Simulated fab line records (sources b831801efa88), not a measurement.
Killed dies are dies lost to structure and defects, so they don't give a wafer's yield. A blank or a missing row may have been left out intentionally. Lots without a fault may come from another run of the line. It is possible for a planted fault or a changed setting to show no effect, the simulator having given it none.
A lot that was struck, set against a sound lot :: flow sky130 :: 28 out of 708 route steps
Sound: wafers L423.2, L423.3, L423.5. Struck: wafer L437.6 (left out: L437.3, a lot-mate that was not struck); the cause follows at the end.
Order at every step that has rows: each side's tool, ch and its chambers, its first start. Under that, the readings that differ: sound wafers :: struck wafers :: difference of the means :: sigmas: that difference in standard deviations of wafers without a fault.
alike: readings whose means differ by less than 2 such deviations, and words and numbers that are the same on both sides. not compared: withheld readings, readings that some wafer has no value for, bounds like >300 that may hide the same value, and numbers for which the record gives no deviation and whose values overlap.
A row with sigmas, a row that says differs or no value, or rows on one side alone: a step with any of these is where the two part. When numbers do not overlap yet have no deviation, they are printed without sigmas and do not part them. A reading missing from all wafers of one side parts the sides only when that side holds two or more wafers.

SKY_VIA2_SPUTTER_20: material TiN, target thk 20 nm, time 80 s.
  sound: pvd-sputter-01 at day 38 13:04; struck: pvd-sputter-04 at day 42 06:52
  alike: throttle-valve-pct
SKY_VIA2_CVD_21: deposits W, target thk 420 nm, time 126.4 s.
  sound on cvd-w-02 ch 1, day 38 13:08; struck on cvd-w-01 ch 0, day 42 06:58
  alike: heater-power-w, susceptor-temp-C
SKY_VIA2_RS_MEAS_22: the measuring method here is four-point-probe.
  sound: film-metro-03 at day 38 13:17; struck: film-metro-04 at day 42 07:05
  alike: VIA2_W_RS
SKY_VIA2_THK_MEAS_23: measures by xrf.
  sound: film-metro-03 at day 38 13:23; struck: film-metro-04 at day 42 07:11
reading: VIA2_W_THK (nm)
sound: 423 423 422
struck: 411
difference: -12
sigmas: -2
then, 2 steps without rows for these wafers: SKY_VIA2_CMP_24 (polishes, stops on SiO2, t overpolish 20 s, target thk 0 nm); SKY_METAL3_SPUTTER_00 (material Ti, target thk 15 nm, time 10 s).
SKY_METAL3_SPUTTER_01: material TiN, target thk 20 nm, time 16.7 s.
  sound: pvd-sputter-02 at day 38 13:46; struck: pvd-sputter-02 at day 42 07:58
  alike: throttle-valve-pct
then, 1 step without rows for these wafers: SKY_METAL3_SPUTTER_02 (material AlCu, target thk 735 nm, time 39.1 s).
SKY_METAL3_SPUTTER_03: material Ti, target thk 5 nm, time 3.3 s.
  sound: pvd-sputter-02 at day 38 13:50; struck: pvd-sputter-02 at day 42 08:02
  alike: throttle-valve-pct
then, 1 step without rows for these wafers: SKY_METAL3_SPUTTER_04 (material TiN, target thk 70 nm, time 58.3 s).
SKY_CAPM_CVD_00: deposits SiO2, target thk 15.5 nm.
  sound on pecvd-03 ch 0,1,2, day 38 13:54; struck on pecvd-03 ch 0, day 42 08:05
reading: heater-power-w (W)
sound: 792 670 676
struck: 892
difference: +179
sigmas: +2
  alike: susceptor-temp-C
SKY_CAPM_THK_MEAS_01:
  sound: film-metro-01 at day 38 13:56; struck: film-metro-04 at day 42 08:08
  alike: CAPM_CVD_00_THK
SKY_CAPM_SPUTTER_02: material TiN, target thk 200 nm, time 166.7 s.
  sound: pvd-sputter-04 at day 38 13:59; struck: pvd-sputter-01 at day 42 08:11
reading: model.TiN_of_CAPM_SPUTTER_02.thk-nm (nm)
sound: 199.3 198 200.4
struck: 257.3
difference: +58.1
sigmas: 
  alike: susceptor-temp-C, throttle-valve-pct
SKY_CAPM_RS_MEAS_03: the measuring method here is four-point-probe.
  sound: film-metro-03 at day 38 14:07; struck: film-metro-03 at day 42 08:20
reading: CAPM_TIN_RS (ohm/sq)
sound: 6.95 6.98 6.89
struck: 5.34
difference: -1.60
sigmas: -19
SKY_CAPM_THK_MEAS_04: measures by xrf.
  sound: film-metro-03 at day 38 14:13; struck: film-metro-03 at day 42 08:26
reading: CAPM_TIN_THK (nm)
sound: 200.4 199.1 201.6
struck: 257.8
difference: +57.4
sigmas: +23
then, 7 steps without rows for these wafers: SKY_CAPM_DEHYDRATE_05 (time 60 s); SKY_CAPM_HMDS_06 (prime time 60 s); SKY_CAPM_COAT_07 (resist thk 1140 nm); SKY_CAPM_SOFTBAKE_08 (time 60 s); SKY_CAPM_EXPOSE_09 (exposes mask CAPM, target cd 1000 nm); SKY_CAPM_PEB_10; SKY_CAPM_DEVELOP_11 (develop time 60 s).
SKY_CAPM_OVL_MEAS_12:
  sound: overlay-02 at day 39 14:46; struck: overlay-01 at day 43 06:41
  alike: CAPM_OVL
SKY_CAPM_METAL_ETCH_13: etches TiN in Cl2/BCl3, stops on SiO2, target depth 220 nm, time 62.9 s.
  sound on rie-metal-02 ch 0,1, day 39 14:48; struck on rie-metal-02 ch 1, day 43 06:43
reading: oes-product-au (a.u.)
sound: 0.934 0.939 0.943
struck: 1.012
difference: +0.073
sigmas: +10

reading: throttle-valve-pct (%)
sound: 21.901 21.894 21.896
struck: 21.849
difference: -0.048
sigmas: -5
  alike: drypump-motor-current-A, mfc-cl2-sccm
  not compared: rf-hours-counter-h
then, 1 step without rows for these wafers: SKY_CAPM_STRIP_14 (strips in O2/N2).
SKY_CAPM_STRIP_15: strips in post etch residue remover, time 1200 s.
  sound on wet-bench-01 ch 3, day 39 14:59; struck on wet-bench-01 ch 3, day 43 06:53
reading: model.TiN_of_CAPM_SPUTTER_02.thk-nm (nm)
sound: 198.9 197.6 199.9
struck: 256.8
difference: +58.0
sigmas: 
then, 1 step without rows for these wafers: SKY_CAPM_CLEAN_16 (cleans in IPA, time 180 s).
-- the record jumps here: 7 days lie between the struck wafers' starts before and after (it left off in module CAPM and takes up again in module PAD_OPEN, whose first step shown is number 708 of the route) --
SKY_PAD_OPEN_PROBE_99:
  rows exist in the record for the struck wafers here (prober-01, day 50 11:33), but not for the sound ones

WHERE THEY PART
Last at SKY_PAD_OPEN_PROBE_99 as far as this record goes, first at SKY_VIA2_THK_MEAS_23.

WHY: what had been put in by the simulator
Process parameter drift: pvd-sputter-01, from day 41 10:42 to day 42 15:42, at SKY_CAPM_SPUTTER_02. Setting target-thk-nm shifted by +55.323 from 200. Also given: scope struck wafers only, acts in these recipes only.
